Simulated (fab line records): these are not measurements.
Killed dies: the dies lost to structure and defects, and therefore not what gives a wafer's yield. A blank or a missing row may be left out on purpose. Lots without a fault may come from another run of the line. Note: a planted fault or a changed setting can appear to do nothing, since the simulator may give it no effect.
fab line records	flow sky130
record lots=10	wafers=30	lastDay=50
route steps=708 shown LOCAL_INTERCONNECT@402 CONTACT@411 METAL1@434 PAD_OPEN@708
lots untouched by any fault: they come from a run of this same line in which no faults occurred
startH: hours from the record's first day to the start of the lot's first wafer shown	waitH: hours from the lot's prior step to this one	" as in the row above	L1.1+2: several wafers, shown together as one row	- either no value or no given start	* or withheld: withheld	< > ~ a bound
route shown NAME@n: a module of which the file shows steps, and the number in the route of the first	usual: the fault-free wafers' mean and standard deviation	same: alike in all rows	chamber/n: place in a boat	sites: the reading at each site	_std_site: their standard deviation	_edge_site: outer sites' mean less inner sites'	radiusMm: for every site, how far away it sits from the centre of the wafer	mask NAME#n: copy n	behind: the last tool/chamber to shape the wafer	hold: reason for holding the lot/hours on hold/outcome of the hold	device: names the non-switching transistor (n, p or np)	end of line: at the end of the route, the tests of the same wafers	step lacking rows: just its recipe	killed: dies lost to structure and defects at the first sort, not the wafer's yield	map: per-die view of a wafer (x killed, . not killed, _ where there is no die)
set.NAME: setting as actually run; set.NAME@STEP: the setting as run at that earlier step	model.NAME: the simulator's own value behind a step, which no gauge read
route steps across a sampled set of lots; one table per step, one row per wafer
services: the hour from which a tool's chamber was out of use, counted from the record's first day as startH (under 0 if before that day), plus the number of hours and why
## steps
# step SKY_LOCAL_INTERCONNECT_STRIP_15
# recipe chemistry=O2/N2	powerW=1400	pressureMtorr=1500	platenTempC=withheld	o2FlowSccm=3000	n2FlowSccm=300	overashFraction=0.5
# usual drypumpMotorCurrentA=5.5/0.4	oesProductAu=0.428/0.0046	stripTimeToEndpointS=4.755/0.025
lot.wafer	tool	chamber	startH	waitH	drypumpMotorCurrentA	oesProductAu	rfHoursCounterH	stripTimeToEndpointS
L166.1	plasmaAsher-01	1	706.37	0.0	5.0	0.430	59	4.740
L166.3	"	1	"	"	5.0	0.419	-	4.742
L166.4	"	0	"	"	5.5	0.432	-	4.757
L167.1	plasmaAsher-01	0	709.02	0.0	5.4	0.434	59	4.749
L167.2	"	1	"	"	5.0	0.426	59	4.767
L167.5	"	0	"	"	5.5	0.424	-	4.736
L175.3	plasmaAsher-04	1	809.66	0.1	6.2	0.430	-	4.754
L175.4	"	0	"	"	5.8	0.419	-	4.723
L175.6	"	0	"	"	5.8	0.426	-	4.724
L171.1	plasmaAsher-01	1	810.11	0.0	5.0	0.431	68	4.820
L171.4	"	1	"	"	5.0	0.430	-	4.810
L171.6	"	1	"	"	5.0	0.429	-	4.788
L174.1	plasmaAsher-03	0	814.88	0.0	5.5	0.439	7	4.785
L174.3	"	0	"	"	5.5	0.434	-	4.797
L174.5	"	1	"	"	5.3	0.434	-	4.785
L179.1	plasmaAsher-04	0	814.99	0.1	5.9	0.425	103	4.765
L179.2	"	1	"	"	6.2	0.429	103	4.748
L179.4	"	0	"	"	5.9	0.422	-	4.734
L185.2	plasmaAsher-01	0	849.81	0.0	5.5	0.431	73	4.763
L185.4	"	0	"	"	5.5	0.427	-	4.767
L185.5	"	1	"	"	5.0	0.430	-	4.765
L186.1	plasmaAsher-03	1	856.22	0.0	5.3	0.427	11	4.785
L186.3	"	1	"	"	5.3	0.429	-	4.794
L186.5	"	1	"	"	5.3	0.433	-	4.765
L187.1	plasmaAsher-01	0	894.17	0.0	5.5	0.430	76	4.755
L187.3	"	0	"	"	5.5	0.429	-	4.733
L187.5	"	0	"	"	5.5	0.431	-	4.758
L188.1	plasmaAsher-04	0	895.12	0.0	5.8	0.431	111	4.803
L188.3	"	1	"	"	6.2	0.431	-	4.764
L188.4	"	0	"	"	5.9	0.431	-	4.746
# step SKY_CONTACT_BOW_MEAS_05
# recipe mode=bow
# usual CONTACT_BOW=82/7.1
lot.wafer	tool	chamber	startH	waitH	CONTACT_BOW[um]
L166.1	filmMetro-03	-	707.49	0.2	86
L166.3	"	-	"	"	74
L166.4	"	-	"	"	87
L167.1	filmMetro-02	-	710.18	0.2	78
L167.2	"	-	"	"	83
L167.5	"	-	"	"	79
L175.3	filmMetro-02	-	810.78	0.2	80
L175.4	"	-	"	"	87
L175.6	"	-	"	"	85
L171.1	filmMetro-03	-	811.22	0.2	85
L171.4	"	-	"	"	85
L171.6	"	-	"	"	87
L174.1	filmMetro-03	-	816.08	0.2	89
L174.3	"	-	"	"	80
L174.5	"	-	"	"	78
L179.1	filmMetro-02	-	816.11	0.1	78
L179.2	"	-	"	"	77
L179.4	"	-	"	"	81
L185.2	filmMetro-02	-	851.03	0.2	81
L185.4	"	-	"	"	76
L185.5	"	-	"	"	93
L186.1	filmMetro-02	-	857.43	0.1	85
L186.3	"	-	"	"	85
L186.5	"	-	"	"	87
L187.1	filmMetro-03	-	895.30	0.1	91
L187.3	"	-	"	"	86
L187.5	"	-	"	"	89
L188.1	filmMetro-03	-	896.25	0.1	89
L188.3	"	-	"	"	86
L188.4	"	-	"	"	77
# step SKY_METAL1_SPUTTER_00
# recipe material=Ti	targetThkNm=15	powerW=3000	timeS=10	chamberPressurePa=0.4
# usual cathodeDcPowerW=3000.0/0.56	chamberPressurePa=0.4000/0.00072	throttleValvePct=30.4/0.87
# same timeS=10
lot.wafer	tool	chamber	startH	waitH	cathodeDcPowerW	chamberPressurePa	throttleValvePct
L166.1	pvdSputter-03	-	736.53	0.1	2999.8	0.4011	31.0
L166.3	"	-	"	"	3001.0	0.3986	31.0
L166.4	"	-	"	"	3000.7	0.3994	29.3
L167.1	pvdSputter-04	-	738.29	0.2	2999.5	0.4006	30.2
L167.2	"	-	"	"	2999.4	0.4006	31.1
L167.5	"	-	"	"	2999.4	0.3991	31.2
L175.3	pvdSputter-01	-	838.38	0.1	2999.6	0.3995	31.9
L175.4	"	-	"	"	3000.6	0.4003	29.8
L175.6	"	-	"	"	3000.2	0.4010	29.5
L171.1	pvdSputter-03	-	838.75	0.1	3000.4	0.4000	30.5
L171.4	"	-	"	"	3000.1	0.3989	29.2
L171.6	"	-	"	"	2999.9	0.4002	30.5
L174.1	pvdSputter-04	-	843.62	0.2	2999.5	0.4005	31.2
L174.3	"	-	"	"	3000.9	0.4011	30.1
L174.5	"	-	"	"	2999.4	0.4006	29.5
L179.1	pvdSputter-01	-	843.94	0.1	2999.6	0.3997	29.7
L179.2	"	-	"	"	3000.7	0.3995	31.6
L179.4	"	-	"	"	3001.1	0.3993	30.1
L185.2	pvdSputter-01	-	878.42	0.2	2999.4	0.3991	32.1
L185.4	"	-	"	"	3000.3	0.4005	29.9
L185.5	"	-	"	"	3000.0	0.3989	30.2
L186.1	pvdSputter-01	-	884.89	0.1	3000.3	0.4007	31.9
L186.3	"	-	"	"	3000.5	0.4000	29.6
L186.5	"	-	"	"	2999.2	0.4005	29.6
L187.1	pvdSputter-04	-	922.91	0.2	3000.5	0.4002	29.9
L187.3	"	-	"	"	3000.6	0.3989	31.3
L187.5	"	-	"	"	3000.1	0.3999	30.8
L188.1	pvdSputter-01	-	923.21	0.2	2999.7	0.3989	29.6
L188.3	"	-	"	"	2998.8	0.4002	31.5
L188.4	"	-	"	"	3000.5	0.3997	29.8
# step SKY_METAL1_SPUTTER_02
# recipe material=AlCu	targetThkNm=250	powerW=10600	timeS=13.3	chamberPressurePa=0.4
# usual cathodeDcPowerW=10600/2	chamberPressurePa=0.4000/0.00085	throttleValvePct=30.4/0.88	timeS=13.3/0
lot.wafer	tool	chamber	startH	waitH	cathodeDcPowerW	chamberPressurePa	throttleValvePct	timeS
L166.1	pvdSputter-03	-	736.58	0.0	10598	0.4003	30.6	13.3
L166.3	"	-	"	"	10596	0.4004	31.2	13.3
L166.4	"	-	"	"	10601	0.4003	29.1	13.3
L167.1	pvdSputter-04	-	738.34	0.0	10598	0.4001	30.1	13.3
L167.2	"	-	"	"	10601	0.3984	31.2	13.3
L167.5	"	-	"	"	10599	0.3991	31.2	13.3
L175.3	pvdSputter-01	-	838.43	0.0	10601	0.4012	31.7	13.3
L175.4	"	-	"	"	10601	0.4000	29.5	13.3
L175.6	"	-	"	"	10599	0.4005	29.6	13.3
L171.1	pvdSputter-03	-	838.80	0.0	10601	0.4013	30.8	13.3
L171.4	"	-	"	"	10594	0.4002	29.2	13.3
L171.6	"	-	"	"	10597	0.3996	30.9	13.3
L174.1	pvdSputter-04	-	843.67	0.0	-	-	-	-
L174.3	"	-	"	"	-	-	-	-
L174.5	"	-	"	"	-	-	-	-
L179.1	pvdSputter-01	-	843.99	0.0	-	-	-	-
L179.2	"	-	"	"	-	-	-	-
L179.4	"	-	"	"	-	-	-	-
L185.2	pvdSputter-01	-	878.46	0.0	10600	0.4009	31.5	13.3
L185.4	"	-	"	"	10601	0.4007	29.9	13.3
L185.5	"	-	"	"	10602	0.4003	29.5	13.3
L186.1	pvdSputter-01	-	884.94	0.0	10602	0.4012	31.9	13.3
L186.3	"	-	"	"	10601	0.3992	29.8	13.3
L186.5	"	-	"	"	10603	0.3996	29.7	13.3
L187.1	pvdSputter-04	-	922.96	0.0	10602	0.3997	29.5	13.3
L187.3	"	-	"	"	10596	0.3996	31.1	13.3
L187.5	"	-	"	"	10602	0.3989	30.8	13.3
L188.1	pvdSputter-01	-	923.26	0.0	10603	0.3987	29.6	13.3
L188.3	"	-	"	"	10600	0.4018	31.8	13.3
L188.4	"	-	"	"	10601	0.3993	29.8	13.3
# step SKY_METAL1_RS_MEAS_05
# recipe thkMeasGauge=four-point-probe	reads=TiN_of_METAL1_SPUTTER_04+Ti_of_METAL1_SPUTTER_03+AlCu_of_METAL1_SPUTTER_02+TiN_of_METAL1_SPUTTER_01+Ti_of_METAL1_SPUTTER_00
# usual METAL1_ALCU_RS=0.1263/0.0016
lot.wafer	tool	chamber	startH	waitH	METAL1_ALCU_RS[ohm/sq]
L166.1	filmMetro-01	-	736.67	0.0	0.1252
L166.3	"	-	"	"	0.1231
L166.4	"	-	"	"	0.1266
L167.1	filmMetro-04	-	738.43	0.0	0.1249
L167.2	"	-	"	"	0.1260
L167.5	"	-	"	"	0.1271
L175.3	filmMetro-02	-	838.56	0.1	0.1274
L175.4	"	-	"	"	0.1285
L175.6	"	-	"	"	0.1287
L171.1	filmMetro-04	-	838.89	0.0	0.1262
L171.4	"	-	"	"	0.1286
L171.6	"	-	"	"	0.1277
L174.1	filmMetro-01	-	843.76	0.0	8.6226
L174.3	"	-	"	"	8.7439
L174.5	"	-	"	"	8.7494
L179.1	filmMetro-04	-	844.08	0.0	8.5849
L179.2	"	-	"	"	8.5155
L179.4	"	-	"	"	8.4786
L185.2	filmMetro-04	-	878.58	0.0	0.1239
L185.4	"	-	"	"	0.1251
L185.5	"	-	"	"	0.1243
L186.1	filmMetro-01	-	885.03	0.0	0.1281
L186.3	"	-	"	"	0.1291
L186.5	"	-	"	"	0.1290
L187.1	filmMetro-02	-	923.05	0.0	0.1244
L187.3	"	-	"	"	0.1280
L187.5	"	-	"	"	0.1260
L188.1	filmMetro-04	-	923.35	0.0	0.1276
L188.3	"	-	"	"	0.1253
L188.4	"	-	"	"	0.1267
# step SKY_METAL1_THK_MEAS_06
# recipe thkMeasGauge=xrf	reads=AlCu_of_METAL1_SPUTTER_02
# usual METAL1_ALCU_THK=247/3.5
lot.wafer	tool	chamber	startH	waitH	METAL1_ALCU_THK[nm]
L166.1	filmMetro-01	-	736.79	0.1	250
L166.3	"	-	"	"	250
L166.4	"	-	"	"	243
L167.1	filmMetro-04	-	738.55	0.1	249
L167.2	"	-	"	"	248
L167.5	"	-	"	"	247
L175.3	filmMetro-02	-	838.66	0.1	245
L175.4	"	-	"	"	244
L175.6	"	-	"	"	244
L171.1	filmMetro-04	-	839.01	0.1	247
L171.4	"	-	"	"	242
L171.6	"	-	"	"	248
L174.1	filmMetro-01	-	843.88	0.1	<1
L174.3	"	-	"	"	<1
L174.5	"	-	"	"	<1
L179.1	filmMetro-04	-	844.20	0.1	<0
L179.2	"	-	"	"	<0
L179.4	"	-	"	"	<0
L185.2	filmMetro-04	-	878.69	0.1	253
L185.4	"	-	"	"	252
L185.5	"	-	"	"	252
L186.1	filmMetro-01	-	885.15	0.1	243
L186.3	"	-	"	"	242
L186.5	"	-	"	"	243
L187.1	filmMetro-02	-	923.17	0.1	254
L187.3	"	-	"	"	246
L187.5	"	-	"	"	252
L188.1	filmMetro-04	-	923.47	0.1	245
L188.3	"	-	"	"	248
L188.4	"	-	"	"	246
# step SKY_PAD_OPEN_PROBE_99
# usual defectLimitedYield=82.5/2	killed_at_M0_to_M3=43/7.3	killed_at_M4_up=3.5/2.2	killedAtContacts=24/5.3	killedAtFrontEnd=15/4.2	killedAtOther=0.3/0.67	killedDies=86/9.8	killedOnRim=17/3.8	killedOpen=47/7.2	killedShort=39/6.5	sort_bin_3_pad_short=0.9/0.42	sort_bin_5_function=10.4/1.5	sort_bin_6_memory=6.3/1.2	sortNPass=406/9.9	sortYieldPct=82.5/2
# same grossDies=492	killedAtBackSide=0	sort_bin_4_leakage[%]=0	sort_bin_8_speed[%]=0
lot.wafer	tool	chamber	startH	waitH	defectLimitedYield[%]	killed_at_M0_to_M3	killed_at_M4_up	killedAtContacts	killedAtFrontEnd	killedAtOther	killedDies	killedOnRim	killedOpen	killedShort	sort_bin_3_pad_short[%]	sort_bin_5_function[%]	sort_bin_6_memory[%]	sortNPass	sortYieldPct[%]
L174.1	prober-01	-	1158.61	0.1	0	437	6	27	20	2	492	96	47	49	1.0	90.7	8.3	0	0
L174.3	prober-01	-	1158.71	0.2	0	440	6	34	12	0	492	96	55	34	0.2	93.7	6.1	0	0
L174.5	prober-01	-	1158.81	0.2	0	452	6	26	7	1	492	96	48	31	0.4	94.7	4.9	0	0
L179.1	prober-02	-	1160.41	0.4	0	447	2	28	14	1	492	96	45	37	0.2	92.3	7.5	0	0
L179.2	prober-02	-	1160.46	0.4	0	454	1	25	12	0	492	96	39	29	1.0	93.5	5.5	0	0
L179.4	prober-02	-	1160.56	0.5	0	448	3	24	17	0	492	96	41	36	0.8	94.1	5.1	0	0
# killed by level:class
L174.1 METAL1:areaSputter=396 LOCAL_INTERCONNECT:geometricParticle:short=9 METAL1:geometricParticle:short=9 VIA1:geometricParticle:open=9 VIA2:geometricParticle:open=8 POLY_GATE:geometricParticle:short=7 FIELD_ISO:geometricParticle:open=6 LI_CONTACT:geometricParticle:short=5
L174.3 METAL1:areaSputter=403 VIA1:geometricParticle:open=14 LI_CONTACT:geometricParticle:open=11 CONTACT:geometricParticle:open=10 LOCAL_INTERCONNECT:geometricParticle:short=6 METAL1:geometricParticle:short=5 VIA2:geometricParticle:open=5 POLY_GATE:geometricParticle:open=4
L174.5 METAL1:areaSputter=413 LI_CONTACT:geometricParticle:open=11 VIA1:geometricParticle:open=10 CONTACT:geometricParticle:open=8 METAL1:geometricParticle:short=6 VIA2:geometricParticle:open=6 METAL2:geometricParticle:short=4 FIELD_ISO:geometricParticle:open=3
L179.1 METAL1:areaSputter=410 VIA1:geometricParticle:open=11 CONTACT:geometricParticle:open=9 CONTACT:geometricParticle:short=8 METAL2:geometricParticle:short=7 FIELD_ISO:geometricParticle:open=5 POLY_GATE:geometricParticle:open=4 LOCAL_INTERCONNECT:geometricParticle:short=4
L179.2 METAL1:areaSputter=424 CONTACT:geometricParticle:open=10 VIA1:geometricParticle:open=10 VIA2:geometricParticle:open=10 FIELD_ISO:geometricParticle:short=4 LI_CONTACT:geometricParticle:open=4 LI_CONTACT:geometricParticle:short=4 LOCAL_INTERCONNECT:geometricParticle:short=4
L179.4 METAL1:areaSputter=414 LI_CONTACT:geometricParticle:open=8 VIA3:geometricParticle:open=7 CONTACT:geometricParticle:open=7 FIELD_ISO:geometricParticle:open=6 VIA1:geometricParticle:open=6 CONTACT:geometricParticle:short=5 VIA2:geometricParticle:short=5
## services
tool	chamber	startH	hours	kind
plasmaAsher-04	-	686.57	4.2	repair
plasmaAsher-03	-	733.80	9.0	pm
plasmaAsher-03	0	733.80	9.0	ventCycle
plasmaAsher-03	1	733.80	9.0	ventCycle
plasmaAsher-03	0	742.80	-	clean
plasmaAsher-03	1	742.80	-	clean
pvdSputter-04	3	743.50	-	consumableReplace:kit
pvdSputter-04	3	743.50	18.0	scheduledDown
pvdSputter-04	3	743.50	18.0	ventCycle
plasmaAsher-01	-	764.31	3.1	repair
pvdSputter-01	-	810.40	0.5	repair
pvdSputter-03	2	821.09	-	consumableReplace:kit
pvdSputter-03	2	821.09	18.0	scheduledDown
pvdSputter-03	2	821.09	18.0	ventCycle
pvdSputter-03	-	827.79	2.2	repair
plasmaAsher-03	-	833.43	8.4	repair
plasmaAsher-04	-	847.56	7.3	repair
plasmaAsher-01	-	865.53	14.6	pm
pvdSputter-03	-	884.65	4.8	repair
pvdSputter-01	-	892.73	1.5	repair
plasmaAsher-04	-	899.29	0.5	repair
pvdSputter-01	-	909.74	6.6	repair
## key
firstSign step=SKY_METAL1_SPUTTER_02	reading=toolRecord	direction=missing
effect step=SKY_METAL1_RS_MEAS_05	reading=METAL1_ALCU_RS	direction=up	sigmas=99+	usual=0.1263	struck=8.6158
effect step=SKY_METAL1_THK_MEAS_06	reading=METAL1_ALCU_THK	direction=down	sigmas=70	usual=247	struck=<0
effect step=SKY_PAD_OPEN_PROBE_99	reading=killed_at_M0_to_M3	direction=up	sigmas=55	usual=43	struck=446
moreKillsBornAt SKY_METAL1_SPUTTER_02@pvdSputter-01=1248	SKY_METAL1_SPUTTER_02@pvdSputter-04=1212
metAt SKY_METAL1_SPUTTER_02
struckLots L174,L179
laterRowsLeftOut L174.1,L174.3,L174.5,L179.1,L179.2,L179.4
notActingAt SKY_LOCAL_INTERCONNECT_STRIP_15,SKY_CONTACT_BOW_MEAS_05,SKY_METAL1_SPUTTER_00
onsetBetween 838.43 843.67
fault kind=skippedStepWhole	tool=pvdSputter-01,pvdSputter-04	chamber=-	onsetH=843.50	steps=SKY_METAL1_SPUTTER_02	scope=struckLotsOnly
# laterRowsLeftOut: the simulator's readings of these wafers behind a module that went badly wrong aren't trusted and aren't shown, but for the sort
